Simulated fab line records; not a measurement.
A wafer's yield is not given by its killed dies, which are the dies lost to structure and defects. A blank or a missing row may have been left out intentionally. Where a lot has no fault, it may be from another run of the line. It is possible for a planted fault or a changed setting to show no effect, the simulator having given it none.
A single fault, viewed from 2 desks ; flow sky130 ; each desk holds nothing but its own numbers, with what lay behind them at the end

DESK OF THE TOOL OWNER: rieMetal-04
The tool's own readings at SKY_METAL3_ETCH_16 (etches BARC in N2/H2, stops on SiO2, time 88.2 s, target depth 60 nm): means of the sampled wafers that have a number, for each lot that ran on this tool. A lot is out of limits, marked OUT, if its mean lies more than 4 standard deviations from the usual mean; the brackets give that distance.
Columns: A = drypumpMotorCurrentA at SKY_METAL3_ETCH_16, usual 6.0 A; B = n2FlowSccm at SKY_METAL3_ETCH_16, usual 100.0 sccm; C = oesProductAu at SKY_METAL3_ETCH_16, usual 0.625 a.u.; D = runLengthS at SKY_METAL3_ETCH_16, usual 116.3 s; E = throttleValvePct at SKY_METAL3_ETCH_16, usual 13.204 %
lot;first seen here;A;B;C;D;E
L609;day 39 05:24;6.3;99.8;0.623;116.6;13.203
L611;day 39 22:44;6.3;99.6;0.627;116.3;13.203
L617;day 41 10:53;6.5;99.8;0.613;120.2 (+9.9) OUT;13.204
L629;day 44 12:11;6.2;100.1;0.624;116.1;13.207
L630;day 44 16:16;6.2;100.2;0.630;116.2;13.206
This desk's verdict: out of limits on L617, starting with L617 at day 41 10:53 (runLengthS at SKY_METAL3_ETCH_16). L609, L611, L629, L630: within limits.

AT THE METROLOGY DESK
What the gauges read, lot by lot, whatever tool the lot ran on: means of the sampled wafers that have a number. A lot is out of limits, marked OUT, if its mean lies more than 4 standard deviations from the usual mean; the brackets give that distance.
Columns: A = cdNm at SKY_VIA2_CD_MEAS_12, usual 200.4 nm; B = VIA2_OVL at SKY_VIA2_OVL_MEAS_13, usual -3 nm; C = VIA3_W_THK at SKY_VIA3_THK_MEAS_23, usual 397 nm
lot;first seen here;A;B;C
L607;day 36 05:35;201.2;-11;405
L608;day 36 13:03;200.2;5;393
L609;day 37 00:27;200.2;-2;393
L611;day 37 18:26;198.4;1;409
L617;day 39 08:08;200.7;-12;400
L623;day 41 04:00;200.3;-10;392
L626;day 42 01:58;199.5;-8;390
L628;day 42 03:50;199.8;7;387
L629;day 42 11:20;199.9;-1;397
L630;day 42 16:07;200.5;-7;388
Finding of this desk: none of the 10 lots has anything out of limits.

PUT TOGETHER
An alarm could have come from the tool owner's desk at day 41 10:53, on L617.
From the metrology desk's view, nothing was out of limits.
The metrology desk holds a record of L617, inside its limits.
SKY_METAL3_ETCH_16 was run on rieMetal-04 by each of the lots named.

WHAT HAD BEEN PUT IN BY THE SIMULATOR
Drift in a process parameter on rieMetal-04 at SKY_METAL3_ETCH_16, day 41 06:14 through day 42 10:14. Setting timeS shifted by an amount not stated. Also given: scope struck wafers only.
Struck lots among those shown: L617.
Delay in hours, fault start to first out-of-limits reading, by desk: the tool owner's desk at 5.
